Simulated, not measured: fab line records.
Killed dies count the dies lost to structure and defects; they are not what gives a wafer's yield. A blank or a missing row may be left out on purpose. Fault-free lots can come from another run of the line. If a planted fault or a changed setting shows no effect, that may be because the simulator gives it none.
Problem report in the 8D (eight disciplines) form, filled by code -- flow sky130 -- the parts of the form that need people (team, actions taken, sign-off) are left out

1. THE PROBLEM
Wafers without a fault read 2999.7 rpm, standard deviation 1.6; spin-speed-rpm at SKY_METAL2_COAT_10 reads a mean of 3106.3 rpm on 6 wafers belonging to 2 lots. Measured from the usual mean, that is +67 standard deviations.
The step: resist thk 450 nm.
Seen first at day 38 23:00 on litho-track-02, wafer L891.1. The record has a number at this step for 36 wafers belonging to 12 lots. The rule behind "out" and "out of limits": a value lying over 4 standard deviations away from the usual mean. The other wafers with a number count as sound.

2. WHAT THIS IS AND IS NOT
question,is,is not
which readings at this step,spin-speed-rpm,-
which lots,"L891, L893","L879, L880, L881, L882, L883, L884, L885, L898, L900, L901"
which wafers of those lots,all that have a number,-
read on which tools,litho-track-02,"litho-track-01, litho-track-03"
when,from day 38 23:00,"up to then (21 sound wafers); but 9 sound wafers of L898, L900, L901 came after"

3. WHAT RULES OUT EACH SUSPECT
Counting: a tool stays on the suspect list if, at a process step up to the reading, it processed all lots that are out and no sound lot following the first of them.
- litho-track-02 at SKY_METAL2_COAT_10 (resist thk 450 nm): kept. It ran every lot that is out, first L891 (day 38 23:00), and no sound lot after that; its last sound lot up to then is L885 (day 37 03:00). On those wafers its own readings are out: spin-speed-rpm.
Remaining after the count: litho-track-02 at SKY_METAL2_COAT_10.

4. THE CAUSE (what the simulator had put in)
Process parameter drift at SKY_METAL2_COAT_10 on litho-track-02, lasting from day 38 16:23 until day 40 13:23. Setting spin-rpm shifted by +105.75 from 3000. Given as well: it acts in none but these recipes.
Only this tool survived the counting.

5. THE CHAIN OF EFFECTS, in route order
Each row: a reading where the mean over the struck wafers with a number is more than 3 standard deviations away from the usual. Only readings whose record carries a usual standard deviation are examined. hours: median over the lots of the time between each lot's start at the first step of this table that gives one and its start at this step. sigmas: the change, counted in usual standard deviations.
hours,step,reading,usual,on struck wafers,change,sigmas
0,SKY_METAL2_COAT_10,spin-speed-rpm,2999.7 rpm,3106.3,+106.6,+67
Process steps it contains:
- SKY_METAL2_COAT_10: resist thk 450 nm.

6. WHAT WOULD HAVE CAUGHT IT SOONER
7 hours passed between the start of the fault at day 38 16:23 and the first reading out of limits in this record, taken at day 38 23:00.
